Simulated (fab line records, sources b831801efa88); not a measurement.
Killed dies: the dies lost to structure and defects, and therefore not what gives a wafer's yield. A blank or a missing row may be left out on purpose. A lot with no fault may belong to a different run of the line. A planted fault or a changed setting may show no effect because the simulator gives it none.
A struck lot beside a sound one + flow sky130 + 37 out of 708 route steps
Sound: these wafers, L761.3, L761.4, L761.6. Wafers L776.1, L776.4, L776.6 were the ones struck. The cause comes at the end.
At each step with rows: each side's tool, then ch and its chambers, then its first start. Under that, the readings that differ: sound wafers + struck wafers + difference of the means + sigmas: that difference in standard deviations of wafers without a fault.
alike: readings with means less than 2 such deviations apart, plus words and numbers identical on both sides. not compared: withheld readings, readings lacking a value on some wafer, bounds such as >300 that could conceal the same value, and numbers that have no deviation in the record and whose values overlap.
The two part at a step that has a row with sigmas, a row that says differs or no value, or rows on one side only. Non-overlapping numbers with no deviation appear without sigmas and do not part them. A reading that every wafer of one side lacks parts them only if that side has two wafers or more.

first, 10 steps without rows for these wafers: SKY_CAP2M_DEHYDRATE_05 (time 60 s); SKY_CAP2M_HMDS_06 (prime time 60 s); SKY_CAP2M_COAT_07 (resist thk 1140 nm); SKY_CAP2M_SOFTBAKE_08 (time 60 s); SKY_CAP2M_EXPOSE_09 (exposes mask CAP2M, target cd 1000 nm); SKY_CAP2M_PEB_10; SKY_CAP2M_DEVELOP_11 (develop time 60 s); SKY_CAP2M_METAL_ETCH_13 (etches TiN in Cl2/BCl3, stops on SiO2, target depth 220 nm, time 62.9 s); SKY_CAP2M_STRIP_14 (strips in O2/N2); SKY_CAP2M_STRIP_15 (strips in post etch residue remover, time 1200 s).
SKY_CAP2M_CLEAN_16: cleans in IPA, time 180 s.
  sound on wet-bench-03 ch 3, day 41 05:07; struck on wet-bench-03 ch 3, day 45 21:22
then, 25 steps without rows for these wafers: SKY_CAP2M_CLEAN_17 (cleans in O3/DIW); SKY_METAL4_DEHYDRATE_05 (time 60 s); SKY_METAL4_HMDS_06 (prime time 60 s); SKY_METAL4_COAT_07 (resist thk 60 nm); SKY_METAL4_COAT_08 (resist thk 1140 nm); SKY_METAL4_SOFTBAKE_09 (time 90 s); SKY_METAL4_EXPOSE_10 (exposes mask MM4, target cd 300 nm); SKY_METAL4_PEB_11; SKY_METAL4_DEVELOP_12 (develop time 60 s); SKY_METAL4_DESCUM_15 (chemistry O2, time 8 s); SKY_METAL4_ETCH_16 (etches BARC in N2/H2, stops on SiO2, time 88.2 s, target depth 60 nm); SKY_METAL4_ETCH_17 (etches SiO2 in C4F8/O2/Ar, stops on TiN, time 3.78 s, target depth 15 nm); SKY_METAL4_METAL_ETCH_18 (etches the open film in Cl2/BCl3, stops on SiO2, target depth 845 nm, time 183.1 s); SKY_METAL4_STRIP_19 (strips in O2/N2); SKY_METAL4_STRIP_20 (strips in post etch residue remover, time 1200 s); SKY_METAL4_CLEAN_21 (cleans in IPA, time 180 s); SKY_METAL4_CLEAN_22 (cleans in O3/DIW); SKY_VIA4_HDPCVD_00 (deposits SiO2, target thk 1750 nm, time 291.7 s); SKY_VIA4_CMP_02 (polishes SiO2); SKY_VIA4_DEHYDRATE_04 (time 60 s); SKY_VIA4_HMDS_05 (prime time 60 s); SKY_VIA4_COAT_06 (resist thk 1140 nm); SKY_VIA4_SOFTBAKE_07 (time 62.73 s); SKY_VIA4_EXPOSE_08 (exposes mask VIM4, target cd 800 nm); SKY_VIA4_PEB_09.
-- the record jumps here: 4 days lie between the struck wafers' starts before and after (it left off in module VIA4 and takes up again in module PAD_OPEN, whose first step shown is number 708 of the route) --
SKY_PAD_OPEN_PROBE_99:
  sound on prober-01, day 46 03:56; struck on prober-02, day 50 03:50
| reading                               | sound             | struck                                                                     | difference                   | sigmas |
|---------------------------------------|-------------------|----------------------------------------------------------------------------|------------------------------|--------|
| hold                                  | - - -             | await-dispo/2.8h/release await-dispo/2.8h/release await-dispo/2.8h/release | no value on the sound wafers |        |
| defect-limited-yield (%)              | 85.6 83.3 84.8    | 78.3 76.0 74.8                                                             | -8.2                         | -5     |
| killed-at-front-end                   | 16 8 14           | 19 17 29                                                                   | +9                           | +2     |
| killed-at-other                       | 0 1 0             | 23 22 22                                                                   | +22                          | +42    |
| killed-dies                           | 71 82 75          | 107 118 124                                                                | +40                          | +5     |
| sort_bin_3_pad_short (%)              | 1.0 0.4 1.0       | 1.6 2.2 1.0                                                                | +0.8                         | +2     |
| sort_bin_5_function (%)               | 8.7 10.4 10.0     | 13.8 13.2 13.6                                                             | +3.8                         | +3     |
| sort_bin_6_memory (%)                 | 4.7 5.9 4.3       | 6.3 8.5 10.6                                                               | +3.5                         | +4     |
| sort-n-pass                           | 421 410 417       | 385 374 368                                                                | -40                          | -5     |
| sort-yield-pct (%)                    | 85.6 83.3 84.8    | 78.3 76.0 74.8                                                             | -8.2                         | -5     |
| model.etest.tester.sort-n-pass        | 421 410 417       | 385 374 368                                                                | -40                          |        |
| model.etest.tester.sort-yield-pct (%) | 85.57 83.33 84.76 | 78.25 76.02 74.8                                                           | -8.20                        |        |
| model.etest.tester.sort_bin_5_pct (%) | 8.74 10.37 9.959  | 13.82 13.21 13.62                                                          | +3.86                        |        |
  alike: killed_at_M0_to_M3, killed_at_M4_up, killed-at-contacts, killed-open, killed-short
  not compared: model.etest.tester.sort_bin_3_pct

== WHERE THEY PART ==
At SKY_PAD_OPEN_PROBE_99 and nowhere else, as far as this record goes.

WHY: what the simulator had put in
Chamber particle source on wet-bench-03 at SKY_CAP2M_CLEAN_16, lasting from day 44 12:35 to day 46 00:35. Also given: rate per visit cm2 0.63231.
